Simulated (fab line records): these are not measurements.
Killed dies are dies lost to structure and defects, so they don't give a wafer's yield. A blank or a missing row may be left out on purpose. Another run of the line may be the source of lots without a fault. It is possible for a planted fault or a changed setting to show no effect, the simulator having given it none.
Chamber matching	flow gf180mcu	GF_V5_CMP_04 on cmp-01 has 4 sister chambers
The step polishes SiO2. 4 wafers are shown with their chamber, then 7 later ones without.

## WAFERS PAIRED WITH THEIR CHAMBERS
wafer	chamber	motorCurrentA (A)
L270.1	0	11.5
L270.5	2	11.1
L275.1	1	12.2
L275.2	3	10.7

## WAFERS WHOSE CHAMBER IS MISSING
wafer	motorCurrentA (A)
L275.5	11.0
L276.1	11.4
L276.3	11.8
L276.5	13.1
L279.3	11.5
L279.4	11.2
L279.6	12.4

## EACH ONE'S CHAMBER
wafer	from the rows above	in truth
L275.5	can't be placed: 2 or 3 or 0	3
L276.1	can't be placed: 0 or 2 or 3 or 1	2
L276.3	can't be placed: 0 or 1 or 2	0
L276.5	can't be placed: 1 or 0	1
L279.3	can't be placed: 0 or 2 or 1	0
L279.4	can't be placed: 2 or 0 or 3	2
L279.6	can't be placed: 1 or 0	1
Placed correctly: 0 of 7. From these rows, 7 cannot be placed; in 7 the true chamber is one of the candidates. 0 placed wrongly.
How it was worked out, from the rows above alone: a wafer's distance from a chamber is the root of the sum, over the readings, of the square of ((its reading less the chamber's mean) divided by the reading's scatter). If the next closest chamber is less than 2 further off than the closest, the wafer can't be placed; otherwise it belongs to the closest. Each chamber's mean is taken over the wafers shown for it. The scatter: root of mean squared gap, hidden wafer to nearest shown wafer, with one shown wafer a chamber.
